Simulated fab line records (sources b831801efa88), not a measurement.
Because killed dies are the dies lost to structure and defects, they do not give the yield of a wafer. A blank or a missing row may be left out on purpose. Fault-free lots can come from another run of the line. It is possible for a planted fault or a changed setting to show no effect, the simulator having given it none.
Problem report, 8D (eight disciplines) form, completed by code	flow sky130	the parts of the form that need people (team, actions taken, sign-off) are left out

== 1. THE ISSUE ==
Wafers without a fault read 19.999, standard deviation 0.0064; beam-energy-keV at SKY_RES_XHIGH_IMPLANT_07 reads a mean of 20.445 on 6 wafers belonging to 2 lots. That is +70 standard deviations from the usual mean.
First observed at day 30 20:55: wafer L636.1, on implanter-01. At this step, 18 wafers from 6 lots have a number in the record. Rule for "out" (also "out of limits"): further than 4 standard deviations from the usual mean. All remaining wafers that have a number are taken as sound.

== 2. WHAT IT IS; WHAT IT IS NOT ==
question	is	is not
which readings at this step	beam-energy-keV	beam-on-s
which lots	L636, L639	L628, L634, L646, L648
which wafers of those lots	all that have a number	-
read on which tools	implanter-01	implanter-04
when	from day 30 20:55	up to then (6 sound wafers); but 6 sound wafers of L646, L648 came after

== 3. THE SUSPECTS, EACH WITH WHAT RULES IT OUT ==
Counting: a tool at a process step up to the reading stays a suspect if it ran every lot that is out and no sound lot after the first of them.
- implanter-01 at SKY_RES_XHIGH_IMPLANT_07: kept. Every lot that is out went through it, starting with L636 (day 30 20:55), and after that it ran no sound lot; the last sound lot it ran before then is L634 (day 30 02:57). On those wafers its own readings are out: beam-energy-keV.
Left after counting: implanter-01 at SKY_RES_XHIGH_IMPLANT_07.

== 4. THE CAUSE (what the simulator had put in) ==
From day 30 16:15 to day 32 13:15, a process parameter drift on implanter-01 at SKY_RES_XHIGH_IMPLANT_07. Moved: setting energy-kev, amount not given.
After counting, this tool was the only one left.

== 5. THE CHAIN OF EFFECTS, in route order ==
Each row: a reading where the mean over the struck wafers with a number is more than 3 standard deviations away from the usual. Scope: only readings with a usual standard deviation given in the record; hours: median across lots of the time from each lot's start at the first step in this table that gives one to its start at this step; sigmas: change in usual standard deviations.
hours	step	reading	usual	on struck wafers	change	sigmas
0	SKY_RES_XHIGH_IMPLANT_07	beam-energy-keV	19.999	20.445	+0.446	+70
The process steps in it:
- SKY_RES_XHIGH_IMPLANT_07

== 6. WHAT WOULD HAVE CAUGHT IT SOONER ==
In this record no reading fell out of limits until day 30 20:55, 5 hours after the fault had begun at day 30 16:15.
